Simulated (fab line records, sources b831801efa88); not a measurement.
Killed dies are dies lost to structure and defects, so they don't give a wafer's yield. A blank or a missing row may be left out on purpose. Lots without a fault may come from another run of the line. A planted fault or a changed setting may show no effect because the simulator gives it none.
Which tool did it? | flow sky130 | 14 lots, 41 wafers sampled, at 4 steps of a route of 708

WHAT THE GAUGES READ, wafer by wafer
SKY_VIA4_BOW_MEAS_03. Usual: VIA4_BOW 82 um, standard deviation 7.5.
lot  | measured     | on            | VIA4_BOW (um) | flag
L116 | day 42 17:43 | film_metro-01 | 77 90 85      |
L117 | day 42 17:59 | film_metro-03 | 90 98 83      |
L118 | day 42 18:26 | film_metro-02 | 84 89 85      |
L120 | day 42 20:27 | film_metro-02 | 73 77 71      |
L121 | day 43 10:04 | film_metro-03 | 69 83 79      |
L122 | day 44 07:01 | film_metro-02 | 88 89 81      |
L125 | day 44 11:15 | film_metro-01 | 76 94 81      |
L127 | day 45 02:29 | film_metro-03 | 86 67 84      |
L131 | day 46 05:57 | film_metro-03 | 91 81         |
L132 | day 46 09:06 | film_metro-02 | 75 84 86      |
L133 | day 46 12:50 | film_metro-01 | 88 88 90      |
L134 | day 47 07:20 | film_metro-02 | 72 79 73      |
L136 | day 47 22:43 | film_metro-02 | 97 82 81      |
L137 | day 48 20:17 | film_metro-01 | 75 76 85      |

SKY_PASSIVATION_THK_MEAS_01. Usual: PASSIVATION_CVD_00_THK 89.8 nm, standard deviation 1.2.
lot  | measured     | on            | PASSIVATION_CVD_00_THK (nm) | flag
L116 | day 44 16:35 | film_metro-01 | 89.9 90.1 90.1              |
L117 | day 44 17:04 | film_metro-04 | 89.0 90.5 88.8              |
L118 | day 44 17:08 | film_metro-02 | 89.4 90.2 90.5              |
L120 | day 44 18:21 | film_metro-04 | 90.0 90.5 91.5              |
L121 | day 45 08:37 | film_metro-01 | 87.5 89.8 89.8              |
L122 | day 46 03:30 | film_metro-01 | 88.8 89.5 90.6              |
L125 | day 46 07:46 | film_metro-04 | 89.8 89.9 91.5              |
L127 | day 46 22:06 | film_metro-02 | 89.8 90.5 91.1              |
L131 | day 48 00:46 | film_metro-04 | 90.1 90.3                   |
L132 | day 48 03:37 | film_metro-02 | 87.7 89.8 89.3              |
L133 | day 48 06:34 | film_metro-01 | 89.3 90.7 88.9              |
L134 | day 48 23:42 | film_metro-01 | 91.1 90.2 90.7              |
L136 | day 49 12:45 | film_metro-02 | 89.0 89.6 90.4              |
L137 | day 50 07:19 | film_metro-01 | 90.4 89.9 92.4              |

WHICH TOOL RAN EACH LOT (tool, then ch and the chambers of the sampled wafers, then the start)
lot  | SKY_CONTACT_CVD_00              | SKY_VIA4_STRIP_13
L116 | pecvd-04 ch 0,2, day 31 14:20   | plasma_asher-01 ch 0, day 43 15:49
L117 | pecvd-03 ch 0,2, day 31 15:29   | plasma_asher-01 ch 0,1, day 43 16:07
L118 | pecvd-01 ch 0,2, day 31 16:49   | plasma_asher-04 ch 0,1, day 43 16:25
L120 | pecvd-03 ch 0,1, day 31 19:59   | plasma_asher-01 ch 0,1, day 43 18:18
L121 | pecvd-03 ch 0,2, day 32 06:11   | plasma_asher-01 ch 0,1, day 44 08:45
L122 | pecvd-03 ch 1,2, day 32 19:25   | plasma_asher-02 ch 0,1, day 45 03:55
L125 | pecvd-03 ch 1,2, day 33 11:08   | plasma_asher-01 ch 0,1, day 45 08:27
L127 | pecvd-03 ch 1,2, day 34 09:09   | plasma_asher-02 ch 1, day 45 23:07
L131 | pecvd-03 ch 0,2, day 35 15:57   | plasma_asher-04 ch 0,1, day 47 02:13
L132 | pecvd-04 ch 1,2, day 35 21:01   | plasma_asher-04 ch 0,1, day 47 05:45
L133 | pecvd-03 ch 1,2, day 36 01:46   | plasma_asher-02 ch 0,1, day 47 08:48
L134 | pecvd-01 ch 0,1,2, day 36 16:40 | plasma_asher-01 ch 0,1, day 48 03:07
L136 | pecvd-01 ch 0,1,2, day 37 22:45 | plasma_asher-01 ch 0,1, day 48 17:19
L137 | pecvd-03 ch 0,2, day 38 16:47   | plasma_asher-01 ch 0,1, day 49 13:22
- SKY_CONTACT_CVD_00: deposits Si3N4, target thk 75 nm.
- SKY_VIA4_STRIP_13: strips in O2/N2.

WHAT THE TOOLS THEMSELVES READ (means of the sampled wafers that have a number; where no wafer has one, the mark that the record gives instead)
SKY_CONTACT_CVD_00. Usual: heater_power_w 682 W, standard deviation 82.
lot  | tool     | heater_power_w (W) | flag
L116 | pecvd-04 | 778                |
L117 | pecvd-03 | 660                |
L118 | pecvd-01 | 618                |
L120 | pecvd-03 | 629                |
L121 | pecvd-03 | 706                |
L122 | pecvd-03 | 663                |
L125 | pecvd-03 | 638                |
L127 | pecvd-03 | 646                |
L131 | pecvd-03 | 625                |
L132 | pecvd-04 | 785                |
L133 | pecvd-03 | 684                |
L134 | pecvd-01 | 646                |
L136 | pecvd-01 | 638                |
L137 | pecvd-03 | 654                |

SKY_VIA4_STRIP_13. Usual: drypump_motor_current_A 5.7 A, standard deviation 0.46; oes_product_au 0.709 a.u., standard deviation 0.0047; strip_time_to_endpoint_s 12.80 s, standard deviation 0.03.
lot  | tool            | drypump_motor_current_A (A) | oes_product_au (a.u.) | strip_time_to_endpoint_s (s) | flag
L116 | plasma_asher-01 | 5.5                         | 0.713                 | 12.78                        |
L117 | plasma_asher-01 | 5.6                         | 0.713                 | 12.79                        |
L118 | plasma_asher-04 | 6.2                         | 0.709                 | 12.78                        |
L120 | plasma_asher-01 | 5.8                         | 0.708                 | 12.78                        |
L121 | plasma_asher-01 | 5.6                         | 0.711                 | 12.81                        |
L122 | plasma_asher-02 | 5.2                         | 0.709                 | 12.81                        |
L125 | plasma_asher-01 | 5.6                         | 0.709                 | 12.81                        |
L127 | plasma_asher-02 | 4.9                         | 0.707                 | 12.81                        |
L131 | plasma_asher-04 | 6.2                         | 0.708                 | 12.80                        |
L132 | plasma_asher-04 | 6.3                         | 0.710                 | 12.81                        |
L133 | plasma_asher-02 | 5.2                         | 0.709                 | 12.78                        |
L134 | plasma_asher-01 | 5.8                         | 0.709                 | 12.82                        |
L136 | plasma_asher-01 | 5.8                         | 0.707                 | 12.85                        |
L137 | plasma_asher-01 | 5.6                         | 0.711                 | 12.79                        |

THE ANSWER, worked out from the rows above alone
Rule: a lot is off if the mean of its wafers that have a number lies more than 3 standard deviations from the usual mean. A lot without any number at a reading at which 4 lots or more have one is off too. The other lots that the step has rows for count as sound. The gauges are gone through in route order, then the tools' own readings, and for those a lot's mean is taken as printed above. The first step at which some lot is off is used, and at that step the reading that is off furthest; a lot without a number counts as furthest.
No lot is off at any reading shown: from this, nothing can be told.

WHAT THE SIMULATOR HAD PUT IN
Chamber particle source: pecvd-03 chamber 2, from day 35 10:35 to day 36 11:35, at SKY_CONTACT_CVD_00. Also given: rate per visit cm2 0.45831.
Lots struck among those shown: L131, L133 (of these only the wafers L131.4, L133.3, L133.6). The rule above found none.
